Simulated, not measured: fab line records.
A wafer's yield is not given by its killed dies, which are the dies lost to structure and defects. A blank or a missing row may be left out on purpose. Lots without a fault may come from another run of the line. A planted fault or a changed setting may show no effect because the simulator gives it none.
Check for tools in common + flow sky130 + 12 lots and 36 wafers in the sample

## WHY THIS WAS OPENED
At SKY_LI_CONTACT_OVL_MEAS_13 the reading LI_CONTACT_OVL is flagged on 3 of 12 lots. Fault-free wafers read 0 nm, with a standard deviation of 4.9.
Rule: a lot gets a flag if all its wafers with a number sit over 4 standard deviations from that mean, or if no wafer of it has a number. All remaining lots are regarded as sound.

| lot  | measured     | on         | LI_CONTACT_OVL (nm), wafer by wafer | flag    |
|------|--------------|------------|-------------------------------------|---------|
| L167 | day 28 23:53 | overlay-01 | 6 -1 13                             |         |
| L168 | day 29 20:30 | overlay-01 | -2 1 5                              |         |
| L169 | day 30 08:23 | overlay-01 | 0 1 1                               |         |
| L171 | day 30 18:29 | overlay-02 | 3 -3 -5                             |         |
| L173 | day 31 09:19 | overlay-01 | 57 61 59                            | FLAGGED |
| L175 | day 32 09:08 | overlay-01 | 69 69 72                            | FLAGGED |
| L179 | day 33 09:53 | overlay-02 | 64 60 64                            | FLAGGED |
| L180 | day 33 15:27 | overlay-02 | -1 3 2                              |         |
| L185 | day 35 05:44 | overlay-01 | -4 2 -2                             |         |
| L186 | day 35 16:36 | overlay-01 | -1 -2 -2                            |         |
| L187 | day 35 19:14 | overlay-01 | 4 -1 5                              |         |
| L189 | day 35 23:11 | overlay-01 | 0 0 6                               |         |
The mean of the flagged lots' numbers is 64 nm, +64 nm from the usual (+13 standard deviations).

## EACH LOT AND THE TOOL IT RAN ON
The record holds 1 process step before the reading, out of a route of 708 steps. Every cell lists first the tool, next ch and the chambers used by the sampled wafers, and last the start.
| lot  | flag    | SKY_LI_CONTACT_EXPOSE_09         |
|------|---------|----------------------------------|
| L167 |         | krfScanner-01 ch 0, day 28 09:57 |
| L168 |         | krfScanner-01 ch 0, day 29 06:31 |
| L169 |         | krfScanner-02 ch 0, day 29 18:25 |
| L171 |         | krfScanner-01 ch 0, day 30 04:50 |
| L173 | FLAGGED | krfScanner-02 ch 0, day 30 19:37 |
| L175 | FLAGGED | krfScanner-02 ch 0, day 31 19:54 |
| L179 | FLAGGED | krfScanner-02 ch 0, day 32 19:59 |
| L180 |         | krfScanner-01 ch 0, day 33 02:31 |
| L185 |         | krfScanner-01 ch 0, day 34 16:51 |
| L186 |         | krfScanner-01 ch 0, day 35 03:20 |
| L187 |         | krfScanner-01 ch 0, day 35 06:29 |
| L189 |         | krfScanner-01 ch 0, day 35 10:25 |
What these steps do:
- SKY_LI_CONTACT_EXPOSE_09: exposes mask LICM1, target cd 170 nm.
- SKY_LI_CONTACT_OVL_MEAS_13

## FLAGGED AGAINST TOTAL, ONE TOOL AT A TIME (gauges that did the reading follow at the end)
| step                       | tool          | lots run | flagged | share of the flagged lots | sound lots run after its first flagged lot |
|----------------------------|---------------|----------|---------|---------------------------|--------------------------------------------|
| SKY_LI_CONTACT_EXPOSE_09   | krfScanner-01 | 8        | 0       | none                      | -                                          |
| SKY_LI_CONTACT_EXPOSE_09   | krfScanner-02 | 4        | 3       | all                       | 0                                          |
| SKY_LI_CONTACT_OVL_MEAS_13 | overlay-01    | 9        | 2       | some                      | 4 (L185,L186,L187,L189)                    |
| SKY_LI_CONTACT_OVL_MEAS_13 | overlay-02    | 3        | 1       | some                      | 1 (L180)                                   |

## WHAT IS ALLOWED BY THE TABLE
All flagged lots share 1 row of the table, namely krfScanner-02 at SKY_LI_CONTACT_EXPOSE_09.
- krfScanner-02 at SKY_LI_CONTACT_EXPOSE_09: 3 of its 4 lots flagged. Last sound lot L169 at day 29 18:25, first flagged lot L173 at day 30 19:37; a fault beginning in between fits.
One tool is left: krfScanner-02 at SKY_LI_CONTACT_EXPOSE_09.

## WHAT WAS PUT IN BY THE SIMULATOR
Scanner matching overlay: krfScanner-02, from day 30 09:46 on, at SKY_LI_CONTACT_EXPOSE_09. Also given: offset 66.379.
Struck lots among those shown: L173, L175, L179. Same finding as the rule above.
